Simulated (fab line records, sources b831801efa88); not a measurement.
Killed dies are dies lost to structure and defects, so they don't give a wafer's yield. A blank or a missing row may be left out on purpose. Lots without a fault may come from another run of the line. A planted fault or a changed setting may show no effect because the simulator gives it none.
fab line records | flow sky130
record lots=5 wafers=14 last_day=50
route steps=708 shown METAL5@671 PASSIVATION@681 PAD_OPEN@694
lots that met no fault: from a run of the same line without faults
start_h: hours from the record's first day to the start of the lot's first wafer shown | wait_h: hours since the lot's step before | " the same as in the row above | L1.1+2: a row that stands for several wafers | - no value, or no start given | * or withheld: withheld | < > ~ a bound
route shown NAME@n: a module of which the file shows steps, and the number in the route of the first | usual: mean/standard deviation of fault-free wafers | same: alike in all rows | chamber/n: place in a boat | sites: the reading at each site | _std_site: their standard deviation | _edge_site: outer sites' mean less inner sites' | radius_mm: how far each site lies from the wafer's centre | mask NAME#n: copy n | behind: the tool/chamber that last shaped the wafer | hold: why the lot was held/for how many hours/how that ended | device: the transistor (n, p or np) that didn't switch | end of line: the same wafers' tests at the end of the route | a step without rows: its recipe alone | killed: dies lost to structure and defects at the first sort, not the wafer's yield | map: a wafer's dies, x killed, . not, _ none there
set.NAME: the setting as run; set.NAME@STEP: as run at that earlier step | model.NAME: the simulator's own value behind a step, which no gauge read
lots at some steps of the route; a table a step, a row a wafer
services: from which hour (start_h, from the record's first day; less than 0 if before it) a tool's chamber was out of use, for how many hours, and why
## steps
# step SKY_METAL5_SOFTBAKE_10
# recipe temp_c=90 time_s=60 resist=NOVOLAK
# step SKY_METAL5_EXPOSE_11
# recipe mask_id=MM5 na=0.6 source_shape=conventional sigma_outer=0.6 polarization=unpolarized target_cd_nm=1600 dose_mj=190
# step SKY_METAL5_PEB_12
# recipe temp_c=withheld time_s=* resist=NOVOLAK
# step SKY_METAL5_DEVELOP_13
# recipe resist=NOVOLAK developer=TMAH develop_time_s=60 dev_temp_c=23
# step SKY_METAL5_DESCUM_14
# recipe chemistry=O2 source_power_w=150 bias_power_w=0 pressure_mtorr=10 temp_c=40 time_s=11
# step SKY_METAL5_METAL_ETCH_15
# recipe target_depth_a=12600 stop_on=SiO2 over_etch_frac=0.2 time_s=252 chemistry=Cl2/BCl3 resist_sidewall_deg=86 pressure_mtorr=10 icp_w=900 bias_w=48.5 Cl2_flow_sccm=60 bcl3_flow_sccm=30
# step SKY_METAL5_STRIP_16
# recipe chemistry=O2/N2 power_w=1400 pressure_mtorr=1500 platen_temp_c=withheld o2_flow_sccm=3000 n2_flow_sccm=300 overash_fraction=0.5
# usual drypump_motor_current_A=5.6/0.53 oes_product_au=0.710/0.0049 strip_time_to_endpoint_s=13.00/0.11
# columns lot.wafer tool chamber start_h wait_h drypump_motor_current_A oes_product_au rf_hours_counter_h strip_time_to_endpoint_s
L414.1 plasma_asher-03 1 1020.53 0.2 5.9 0.706 59 13.14
L414.4 " 0 " " 4.8 0.709 - 13.11
L414.6 " 1 " " 5.9 0.710 - 12.95
L416.4 plasma_asher-04 0 1038.71 0.1 4.8 0.715 - 13.01
L416.5 " 1 " " 6.2 0.715 - 13.18
L416.6 " 0 " " 4.8 0.715 - 13.14
L421.2 plasma_asher-04 0 1075.87 0.2 4.9 0.701 97 12.98
L421.6 " 0 " " 4.8 0.716 - 12.98
L426.1 plasma_asher-04 0 1111.48 0.2 4.8 0.710 100 12.88
L426.2 " 1 " " 6.2 0.708 100 13.08
L426.3 " 0 " " 4.8 0.715 - 12.93
L434.1 plasma_asher-02 1 1154.03 0.2 5.8 0.701 41 12.82
L434.2 " 0 " " 6.0 0.701 41 13.04
L434.6 " 1 " " 5.8 0.708 - 12.98
# step SKY_METAL5_STRIP_17
# recipe chemistry=post_etch_residue_remover time_s=1200 temp_c=72.5
# step SKY_METAL5_CLEAN_18
# recipe chemistry=IPA time_s=180 temp_c=25
# step SKY_METAL5_CLEAN_19
# recipe chemistry=O3/DIW dry=n2_spin
# step SKY_PASSIVATION_CVD_00
# recipe material=SiO2 target_thk_nm=90 temp_c=400 time_s=withheld rf_w=600
# step SKY_PASSIVATION_THK_MEAS_01
# recipe reads=SiO2_of_PASSIVATION_CVD_00
# usual PASSIVATION_CVD_00_THK=90.0/1.3
# columns lot.wafer tool chamber start_h wait_h PASSIVATION_CVD_00_THK[nm]
L414.1 film_metro-02 - 1021.35 - 88.1
L414.4 " - " " 88.9
L414.6 " - " " 89.9
L416.4 film_metro-03 - 1039.52 - 90.8
L416.5 " - " " 90.6
L416.6 " - " " 89.9
L421.2 film_metro-03 - 1076.64 - 89.8
L421.6 " - " " 91.4
L426.1 film_metro-02 - 1112.10 - 90.6
L426.2 " - " " 90.0
L426.3 " - " " 91.9
L434.1 film_metro-01 - 1154.68 - 88.8
L434.2 " - " " 91.0
L434.6 " - " " 90.8
# step SKY_PASSIVATION_CVD_02
# recipe material=Si3N4 target_thk_nm=540 temp_c=400 time_s=withheld rf_w=450
# usual heater_power_w=766/140
# columns lot.wafer tool chamber start_h wait_h heater_power_w model.Si3N4_of_PASSIVATION_CVD_02.thk_nm
L414.1 pecvd-01 2 1021.41 0.1 754 535.9
L414.4 " 2 " " 774 546.6
L414.6 " 2 " " 800 546
L416.4 pecvd-01 0 1039.66 0.1 1090 535
L416.5 " 2 " " 697 538.3
L416.6 " 0 " " 1109 539
L421.2 pecvd-01 0 1076.69 0.0 985 706.6
L421.6 " 0 " " 1034 543.1
L426.1 pecvd-02 2 1112.16 0.1 657 522.7
L426.2 " 1 " " 624 535.2
L426.3 " 0 " " 759 538.7
L434.1 pecvd-01 2 1154.74 0.1 727 527.1
L434.2 " 1 " " 754 520.8
L434.6 " 2 " " 761 536.4
# step SKY_PASSIVATION_THK_MEAS_03
# recipe reads=Si3N4_of_PASSIVATION_CVD_02
# usual PASSIVATION_CVD_02_THK=539/7.8
# columns lot.wafer tool chamber start_h wait_h PASSIVATION_CVD_02_THK[nm]
L414.1 film_metro-03 - 1021.83 - 536
L414.4 " - " " 546
L414.6 " - " " 546
L416.4 film_metro-03 - 1039.94 - 535
L416.5 " - " " 538
L416.6 " - " " 539
L421.2 film_metro-01 - 1076.93 - 707
L421.6 " - " " 543
L426.1 film_metro-02 - 1112.39 - 523
L426.2 " - " " 535
L426.3 " - " " 539
L434.1 film_metro-02 - 1154.97 - 527
L434.2 " - " " 521
L434.6 " - " " 536
# step SKY_PASSIVATION_DEHYDRATE_04
# recipe temp_c=200 time_s=60
# step SKY_PASSIVATION_HMDS_05
# recipe prime_time_s=60 prime_temp_c=120
# step SKY_PASSIVATION_COAT_06
# recipe spin_rpm=2000 resist_thk_nm=3000
# step SKY_PASSIVATION_SOFTBAKE_07
# recipe temp_c=110 time_s=withheld
# step SKY_PASSIVATION_EXPOSE_08
# recipe mask_id=NSM target_cd_nm=3000 na=0.57 dose_mj=260
# step SKY_PASSIVATION_PEB_09
# recipe temp_c=115 time_s=withheld
# step SKY_PASSIVATION_DEVELOP_10
# recipe develop_time_s=60 dev_temp_c=23
# step SKY_PASSIVATION_ETCH_11
# recipe chemistry=CF4/O2 target_depth_nm=725 stop_on=AlCu source_w=800 bias_w=150 pressure_mtorr=150 cf4_flow_sccm=80 O2_flow_sccm=10 time_s=161.1
# usual drypump_motor_current_A=6.0/0.4 oes_product_au=0.975/0.0069 throttle_valve_pct=5.964/0.0088
# columns lot.wafer tool chamber start_h wait_h drypump_motor_current_A oes_product_au rf_hours_counter_h throttle_valve_pct
L414.1 rie_diel-02 3 1044.01 - 6.5 0.979 20 5.981
L414.4 " 2 " " 5.9 0.970 6 5.963
L414.6 " 2 " " 5.9 0.976 - 5.965
L416.4 rie_diel-01 2 1061.46 - 5.6 0.968 16 5.972
L416.5 " 3 " " 6.4 0.978 - 5.984
L416.6 " 2 " " 5.6 0.974 - 5.954
L421.2 rie_diel-02 3 1097.13 - 6.5 0.973 22 5.972
L421.6 " 1 " " 6.1 0.975 - 5.953
L426.1 rie_diel-02 3 1131.86 - 6.5 0.968 23 5.959
L426.2 " 0 " " 6.4 0.974 1 5.957
L426.3 " 2 " " 5.9 0.976 9 5.957
L434.1 rie_diel-01 3 1172.58 - 6.4 0.963 27 5.956
L434.2 " 2 " " 5.6 0.960 19 5.968
L434.6 " 1 " " 6.0 0.970 - 5.962
# step SKY_PASSIVATION_STRIP_12
# recipe chemistry=O2/N2 power_w=1400 pressure_mtorr=1500 platen_temp_c=withheld overash_fraction=0.7 o2_flow_sccm=3000 n2_flow_sccm=300
# usual drypump_motor_current_A=5.7/0.54 oes_product_au=0.661/0.0043 strip_time_to_endpoint_s=31.56/0.13
# columns lot.wafer tool chamber start_h wait_h drypump_motor_current_A oes_product_au rf_hours_counter_h strip_time_to_endpoint_s
L414.1 plasma_asher-01 0 1044.12 0.1 5.1 0.666 118 31.46
L414.4 " 0 " " 5.1 0.661 - 31.46
L414.6 " 1 " " 6.3 0.658 - 31.46
L416.4 plasma_asher-02 0 1061.60 0.1 6.0 0.665 - 31.90
L416.5 " 0 " " 6.0 0.658 - 31.63
L416.6 " 1 " " 5.8 0.656 - 31.86
L421.2 plasma_asher-04 0 1097.24 0.1 4.9 0.660 99 31.63
L421.6 " 0 " " 4.8 0.665 - 31.69
L426.1 plasma_asher-01 0 1131.97 0.1 5.2 0.655 6 31.48
L426.2 " 1 " " 6.3 0.665 6 31.32
L426.3 " 1 " " 6.3 0.654 - 31.44
L434.1 plasma_asher-04 0 1172.69 0.1 4.9 0.660 106 31.44
L434.2 " 1 " " 6.2 0.656 106 31.66
L434.6 " 1 " " 6.2 0.662 - 31.50
# step SKY_PAD_OPEN_DEHYDRATE_00
# recipe temp_c=200 time_s=60
# step SKY_PAD_OPEN_HMDS_01
# recipe prime_time_s=60 prime_temp_c=120
# step SKY_PAD_OPEN_COAT_02
# recipe spin_rpm=2000 resist_thk_nm=3000
# step SKY_PAD_OPEN_SOFTBAKE_03
# recipe temp_c=110 time_s=withheld
# step SKY_PAD_OPEN_EXPOSE_04
# recipe mask_id=PDM target_cd_nm=60000 na=0.57 dose_mj=260
# step SKY_PAD_OPEN_PEB_05
# recipe temp_c=115 time_s=withheld
# step SKY_PAD_OPEN_DEVELOP_06
# recipe develop_time_s=60 dev_temp_c=23
# step SKY_PAD_OPEN_ETCH_07
# recipe chemistry=CF4/O2 target_depth_nm=725 stop_on=AlCu source_w=800 bias_w=150 pressure_mtorr=150 cf4_flow_sccm=80 O2_flow_sccm=10 time_s=161.1
# usual drypump_motor_current_A=5.7/0.39 oes_product_au=0.976/0.0074 throttle_valve_pct=5.965/0.009
# columns lot.wafer tool chamber start_h wait_h drypump_motor_current_A oes_product_au rf_hours_counter_h throttle_valve_pct
L414.1 rie_diel-03 2 1065.90 - 5.7 0.978 0 5.964
L414.4 " 3 " " 6.0 0.988 10 5.960
L414.6 " 1 " " 6.2 0.973 - 5.958
L416.4 rie_diel-04 0 1082.78 - 5.7 0.971 2 5.964
L416.5 " 0 " " 5.7 0.984 - 5.975
L416.6 " 1 " " 5.2 0.980 - 5.978
L421.2 rie_diel-04 0 1117.53 - 5.7 0.987 4 5.960
L421.6 " 0 " " 5.7 0.985 - 5.962
L426.1 rie_diel-01 2 1151.00 - 5.6 0.961 19 5.960
L426.2 " 1 " " 6.0 0.973 26 5.963
L426.3 " 0 " " 5.9 0.989 9 5.962
L434.1 rie_diel-03 0 1188.33 - 5.0 0.964 24 5.975
L434.2 " 1 " " 6.1 0.966 20 5.953
L434.6 " 0 " " 5.0 0.975 - 5.967
# step SKY_PAD_OPEN_STRIP_08
# recipe chemistry=O2/N2 power_w=1400 pressure_mtorr=1500 platen_temp_c=withheld overash_fraction=0.7 o2_flow_sccm=3000 n2_flow_sccm=300
# usual drypump_motor_current_A=5.5/0.62 oes_product_au=0.663/0.0044 strip_time_to_endpoint_s=37.04/0.13
# columns lot.wafer tool chamber start_h wait_h drypump_motor_current_A oes_product_au rf_hours_counter_h strip_time_to_endpoint_s
L414.1 plasma_asher-03 0 1066.00 0.1 4.8 0.661 64 36.84
L414.4 " 0 " " 4.8 0.665 - 36.94
L414.6 " 1 " " 5.9 0.660 - 36.99
L416.4 plasma_asher-04 0 1082.92 0.1 4.8 0.666 - 36.94
L416.5 " 1 " " 6.2 0.670 - 36.96
L416.6 " 0 " " 4.8 0.661 - 36.93
L421.2 plasma_asher-04 0 1117.64 0.1 4.8 0.668 101 37.16
L421.6 " 1 " " 6.2 0.665 - 37.25
L426.1 plasma_asher-01 0 1151.11 0.1 5.2 0.666 8 37.01
L426.2 " 1 " " 6.3 0.667 8 37.02
L426.3 " 0 " " 5.2 0.661 - 36.98
L434.1 plasma_asher-01 1 1188.43 0.1 6.3 0.664 12 37.01
L434.2 " 0 " " 5.2 0.664 12 37.02
L434.6 " 1 " " 6.3 0.664 - 37.04
# step SKY_PAD_OPEN_STRIP_09
# recipe chemistry=post_etch_residue_remover time_s=1200 temp_c=72.5
# columns lot.wafer tool chamber start_h wait_h model.Si3N4_of_PASSIVATION_CVD_02.thk_nm
L414.1 wet_bench-03 2 1066.10 0.1 535.5
L414.4 " 2 " " 546.3
L414.6 " 2 " " 545.6
L416.4 wet_bench-01 3 1082.98 0.0 534.6
L416.5 " 3 " " 537.9
L416.6 " 3 " " 538.6
L421.2 wet_bench-01 0 1117.74 0.1 706.2
L421.6 " 0 " " 542.7
L426.1 wet_bench-03 0 1151.21 0.1 522.4
L426.2 " 0 " " 534.8
L426.3 " 0 " " 538.4
L434.1 wet_bench-04 3 1188.53 0.1 526.8
L434.2 " 3 " " 520.4
L434.6 " 3 " " 536
# step SKY_PAD_OPEN_CLEAN_10
# recipe chemistry=IPA time_s=180 temp_c=25
## services
# columns tool chamber start_h hours kind
pecvd-01 1 1017.83 2.1 scheduled_down
pecvd-01 1 1019.96 - clean
pecvd-01 1 1019.96 - consumable_replace:showerhead
pecvd-01 1 1019.96 29.0 scheduled_down
rie_diel-02 1 1025.30 1.9 repair
plasma_asher-04 - 1025.45 9.0 repair
plasma_asher-01 - 1030.18 3.7 repair
pecvd-01 - 1030.56 2.0 repair
plasma_asher-04 - 1032.10 1.4 repair
pecvd-02 2 1053.31 10.0 repair
plasma_asher-01 - 1055.25 9.0 pm
plasma_asher-01 0 1055.25 9.0 vent_cycle
plasma_asher-01 1 1055.25 9.0 vent_cycle
plasma_asher-01 0 1064.25 - clean
plasma_asher-01 1 1064.25 - clean
pecvd-01 1 1081.79 3.8 repair
wet_bench-01 - 1084.08 0.9 repair
rie_diel-03 1 1094.47 13.4 repair
pecvd-02 0 1107.18 2.7 repair
pecvd-01 - 1131.83 6.0 pm
rie_diel-03 1 1140.27 5.6 repair
rie_diel-04 2 1154.27 7.8 repair
rie_diel-01 - 1158.54 10.0 pm
rie_diel-04 1 1163.32 3.1 repair
## key
first_sign step=SKY_PASSIVATION_THK_MEAS_03 reading=PASSIVATION_CVD_02_THK direction=up sigmas=22 usual=539 struck=707
effect none on later readings
model_effect step=SKY_PASSIVATION_CVD_02 value=Si3N4_of_PASSIVATION_CVD_02.thk_nm without=543.2 struck=706.6
model_effect step=SKY_PAD_OPEN_STRIP_09 value=Si3N4_of_PASSIVATION_CVD_02.thk_nm without=542.9 struck=706.2
met_at SKY_PASSIVATION_CVD_02
struck_wafers L421.2
onset_between 1039.66 1076.69
fault kind=process_parameter_drift tool=pecvd-01 chamber=- onset_h=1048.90 steps=SKY_PASSIVATION_CVD_02 channel=time_s offset=withheld shape=step end_h=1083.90 scope=struck_wafers_only acts_in=*
